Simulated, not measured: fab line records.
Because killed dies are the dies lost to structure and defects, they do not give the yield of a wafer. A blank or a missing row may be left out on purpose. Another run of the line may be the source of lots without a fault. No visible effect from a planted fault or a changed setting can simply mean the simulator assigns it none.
Code-filled problem report in 8D (eight disciplines) form | flow sky130 | the parts of the form that need people (team, actions taken, sign-off) are left out

## 1. PROBLEM STATEMENT
Mean PASSIVATION_CVD_00_THK at SKY_PASSIVATION_THK_MEAS_01: 143.2 nm over 6 wafers in 2 lots; fault-free wafers: 90.0 nm, standard deviation 1.1. That is +48 standard deviations from the usual mean.
First observed at day 46 19:11: wafer L293.1, on film metro-02. The record holds 36 wafers of 12 lots with a number at this step. By rule, "out" or "out of limits" means more than 4 standard deviations away from the usual mean. The rest of the wafers with a number are treated as sound.

## 2. WHAT THIS IS AND IS NOT
question                    | is                           | is not
which readings at this step | PASSIVATION_CVD_00_THK       | -
which lots                  | L293, L294                   | L282, L285, L286, L287, L288, L290, L297, L298, L301, L303
which wafers of those lots  | all that have a number       | -
read on which gauges        | film metro-02, film metro-04 | film metro-03
when                        | from day 46 19:11            | up to then (18 sound wafers); but 12 sound wafers of L297, L298, L301, L303 came after

## 3. THE SUSPECTS, EACH WITH WHAT RULES IT OUT
Counting: a tool at any process step up to the reading remains a suspect when it ran all the lots that are out and ran no sound lot after the first of those.
- the gauge at SKY_PASSIVATION_THK_MEAS_01: ruled out. Those wafers that are out were read across 2 gauges (film metro-02, film metro-04).
- pecvd-01 at SKY_PASSIVATION_CVD_00 (deposits SiO2, target thk 90 nm): kept. It ran every lot that is out, first L293 (day 46 19:10), and no sound lot after that; its last sound lot up to then is L290 (day 45 22:59).
After counting, what remains is pecvd-01 at SKY_PASSIVATION_CVD_00.

## 4. THE CAUSE (what the simulator had put in)
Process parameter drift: pecvd-01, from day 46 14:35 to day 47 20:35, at SKY_PASSIVATION_CVD_00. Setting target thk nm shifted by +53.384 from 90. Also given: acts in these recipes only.
After counting, this tool was the only one left.

## 5. THE EFFECT CHAIN, in route order
Each row: a reading whose mean over the struck wafers that have a number lies more than 3 standard deviations from the usual. Only readings for which the record gives a usual standard deviation are gone through. hours: the time from each lot's start at the first step in this table that gives one to its start at this step, as a median over the lots. sigmas: the change in usual standard deviations.
hours | step                        | reading                | usual   | on struck wafers | change | sigmas
0     | SKY_PASSIVATION_THK_MEAS_01 | PASSIVATION_CVD_00_THK | 90.0 nm | 143.2            | +53.2  | +48
Later measuring or inspecting steps at which every struck wafer that the step has a row for has a number for every such reading, and none has moved that far: SKY_PASSIVATION_THK_MEAS_03.

## 6. HOW IT WOULD HAVE BEEN CAUGHT EARLIER
In this record the first reading out of limits at a measuring or inspecting step was taken at day 46 19:11, 5 hours after the fault began at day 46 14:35.
Tool readings at SKY_PASSIVATION_CVD_00 with a usual standard deviation given in the record: none out on any struck wafer, hence no alarm at a limit of 4 standard deviations on them.
L294, from the lots that are out (2), started SKY_PASSIVATION_CVD_00 on pecvd-01 later than day 46 19:11. Holding the tool at that time would have saved it.
